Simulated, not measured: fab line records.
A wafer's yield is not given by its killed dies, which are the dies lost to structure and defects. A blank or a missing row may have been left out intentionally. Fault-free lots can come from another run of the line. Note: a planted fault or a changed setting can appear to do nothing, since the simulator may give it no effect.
Which tool did it? + flow gf180mcu + 37 wafers from 13 lots sampled at 4 of the route's 602 steps

== WHAT THE GAUGES READ, wafer by wafer ==
GF_M2_OVL_MEAS_15.
| lot  | measured     | on         | M2_OVL (nm) |
|------|--------------|------------|-------------|
| L600 | day 18 23:26 | overlay-01 | 1 -3 1      |
| L602 | day 19 16:27 | overlay-01 | 2 4 -3      |
| L603 | day 20 04:05 | overlay-01 | -3 8 14     |
| L604 | day 20 13:23 | overlay-02 | -1 -7 -3    |
| L605 | day 20 23:04 | overlay-02 | -7 -2 0     |
| L607 | day 21 16:59 | overlay-02 | 10 4 13     |
| L608 | day 22 07:23 | overlay-01 | 17 14 16    |
| L609 | day 22 17:34 | overlay-01 | 3 2 3       |
| L612 | day 23 20:41 | overlay-01 | 3 9 7       |
| L614 | day 24 12:46 | overlay-02 | -2 3 -3     |
| L615 | day 24 22:20 | overlay-02 | 14 4        |
| L619 | day 26 08:01 | overlay-01 | 11 4        |
| L620 | day 26 08:43 | overlay-02 | 0 -6 -1     |

== WHAT TOOL EACH LOT RAN ON (gives the tool, then ch and the chambers of the sampled wafers, and finally the start) ==
| lot  | GF_DNWELL_COAT_02                | GF_DNWELL_STRIP_08                  | GF_V1_ETCH_16                      |
|------|----------------------------------|-------------------------------------|------------------------------------|
| L600 | litho_track-01 ch 0, day 2 11:47 | plasma_asher-01 ch 0,1, day 2 18:28 | rie_diel-04 ch 1,2,3, day 17 21:16 |
| L602 | litho_track-01 ch 0, day 2 23:13 | plasma_asher-02 ch 0,1, day 3 05:50 | rie_diel-04 ch 1,2,3, day 18 14:25 |
| L603 | litho_track-03 ch 0, day 3 04:25 | plasma_asher-01 ch 0,1, day 3 10:40 | rie_diel-04 ch 0,2,3, day 19 02:16 |
| L604 | litho_track-01 ch 0, day 3 09:02 | plasma_asher-02 ch 1, day 3 16:11   | rie_diel-02 ch 0,1,2, day 19 11:19 |
| L605 | litho_track-01 ch 0, day 3 14:08 | plasma_asher-04 ch 0,1, day 3 21:01 | rie_diel-03 ch 1,2,3, day 19 21:10 |
| L607 | litho_track-04 ch 0, day 3 23:18 | plasma_asher-01 ch 0,1, day 4 06:23 | rie_diel-02 ch 0,1,2, day 20 14:59 |
| L608 | litho_track-01 ch 0, day 4 07:11 | plasma_asher-02 ch 0,1, day 4 13:56 | rie_diel-02 ch 0,1,3, day 21 06:16 |
| L609 | litho_track-03 ch 0, day 4 11:34 | plasma_asher-01 ch 0,1, day 4 19:10 | rie_diel-04 ch 0,1,3, day 21 16:59 |
| L612 | litho_track-03 ch 0, day 5 04:35 | plasma_asher-02 ch 0,1, day 5 11:49 | rie_diel-04 ch 0,1, day 22 20:49   |
| L614 | litho_track-01 ch 0, day 5 13:20 | plasma_asher-02 ch 0,1, day 5 21:25 | rie_diel-03 ch 0,2,3, day 23 12:15 |
| L615 | litho_track-01 ch 0, day 5 18:02 | plasma_asher-01 ch 1, day 6 01:55   | rie_diel-02 ch 1,2, day 23 22:42   |
| L619 | litho_track-01 ch 0, day 6 15:35 | plasma_asher-01 ch 0,1, day 6 23:13 | rie_diel-04 ch 1,2, day 25 08:28   |
| L620 | litho_track-04 ch 0, day 6 20:10 | plasma_asher-02 ch 0,1, day 7 04:23 | rie_diel-03 ch 0,2, day 25 09:25   |
- GF_DNWELL_COAT_02: resist thk 3000 nm.
- GF_DNWELL_STRIP_08: strips in O2/N2.
- GF_V1_ETCH_16: etches BARC in N2/H2.

== AS READ BY THE TOOLS THEMSELVES (means over the sampled wafers that have a number; for cases with no such wafer, the mark the record gives instead) ==
GF_DNWELL_STRIP_08.
| lot  | tool            | drypump_motor_current_A (A) | heater_power_w (W) | oes_product_au (a.u.) | strip_time_to_endpoint_s (s) |
|------|-----------------|-----------------------------|--------------------|-----------------------|------------------------------|
| L600 | plasma_asher-01 | 5.7                         | 309                | 0.720                 | 36.89                        |
| L602 | plasma_asher-02 | 5.8                         | 370                | 0.721                 | 37.03                        |
| L603 | plasma_asher-01 | 5.6                         | 302                | 0.721                 | 36.97                        |
| L604 | plasma_asher-02 | 5.6                         | 367                | 0.722                 | 37.06                        |
| L605 | plasma_asher-04 | 5.9                         | 304                | 0.721                 | 36.72                        |
| L607 | plasma_asher-01 | 5.6                         | 298                | 0.723                 | 37.04                        |
| L608 | plasma_asher-02 | 6.1                         | 369                | 0.721                 | 37.06                        |
| L609 | plasma_asher-01 | 5.6                         | 308                | 0.722                 | 36.89                        |
| L612 | plasma_asher-02 | 6.1                         | 377                | 0.722                 | 37.00                        |
| L614 | plasma_asher-02 | 6.1                         | 370                | 0.721                 | 38.50                        |
| L615 | plasma_asher-01 | 5.7                         | 309                | 0.728                 | 38.25                        |
| L619 | plasma_asher-01 | 5.7                         | 302                | 0.724                 | 38.22                        |
| L620 | plasma_asher-02 | 6.1                         | 375                | 0.724                 | 36.88                        |

GF_V1_ETCH_16.
| lot  | tool        | bias_w (W) | drypump_motor_current_A (A) | oes_product_au (a.u.) | throttle_valve_pct (%) |
|------|-------------|------------|-----------------------------|-----------------------|------------------------|
| L600 | rie_diel-04 | 99.9       | 5.6                         | 0.856                 | 13.230                 |
| L602 | rie_diel-04 | 99.9       | 5.6                         | 0.852                 | 13.231                 |
| L603 | rie_diel-04 | 99.9       | 5.6                         | 0.854                 | 13.225                 |
| L604 | rie_diel-02 | 100.3      | 5.8                         | 0.853                 | 13.222                 |
| L605 | rie_diel-03 | 100.1      | 5.2                         | 0.854                 | 13.225                 |
| L607 | rie_diel-02 | 99.9       | 5.8                         | 0.854                 | 13.218                 |
| L608 | rie_diel-02 | 100.1      | 5.5                         | 0.854                 | 13.230                 |
| L609 | rie_diel-04 | 100.0      | 5.6                         | 0.854                 | 13.227                 |
| L612 | rie_diel-04 | 100.2      | 5.9                         | 0.855                 | 13.229                 |
| L614 | rie_diel-03 | 100.0      | 5.6                         | 0.855                 | 13.223                 |
| L615 | rie_diel-02 | 100.0      | 5.5                         | 0.863                 | 13.229                 |
| L619 | rie_diel-04 | 100.1      | 5.8                         | 0.853                 | 13.219                 |
| L620 | rie_diel-03 | 99.9       | 5.2                         | 0.854                 | 13.217                 |

== THE ANSWER, worked out from the rows above alone ==
Rule: the lots themselves supply what counts as usual. Put in order of their means at a reading, lots are off if they are a third of the lots or fewer, leave a main group of 4 or more, and stand apart from it by a gap of 3 or more times the standard deviation of the main group's means; of several such gaps the widest counts. If all means in a main group match to the digits the tables above print for the reading, that group is not used. A lot without any number at a reading at which 4 lots or more have one is off too. Where the step has rows for the other lots, those lots are counted as sound. Order of review: gauges by route order, followed by the tools' own readings, for which a lot's mean as printed above is used. At the first step where some lot is off, the reading lying furthest off is the one used; lots without a number count as furthest.
Off: L614, L615, L619, at GF_DNWELL_STRIP_08 (strip_time_to_endpoint_s). For the main group the mean is 36.95 s and the standard deviation 0.1.
If a tool, at that step or one of the process steps before it, ran each lot that is off and ran no sound lot following the first of them, it fits. One candidate fits, namely litho_track-01 at GF_DNWELL_COAT_02. A fault onset in the window from L608 (day 4 07:11, its last sound lot) to L614 (day 5 13:20, its first lot off) fits.

== WHAT HAD BEEN PUT IN BY THE SIMULATOR ==
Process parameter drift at GF_DNWELL_COAT_02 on litho_track-01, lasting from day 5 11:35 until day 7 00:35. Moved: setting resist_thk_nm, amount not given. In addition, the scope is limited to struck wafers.
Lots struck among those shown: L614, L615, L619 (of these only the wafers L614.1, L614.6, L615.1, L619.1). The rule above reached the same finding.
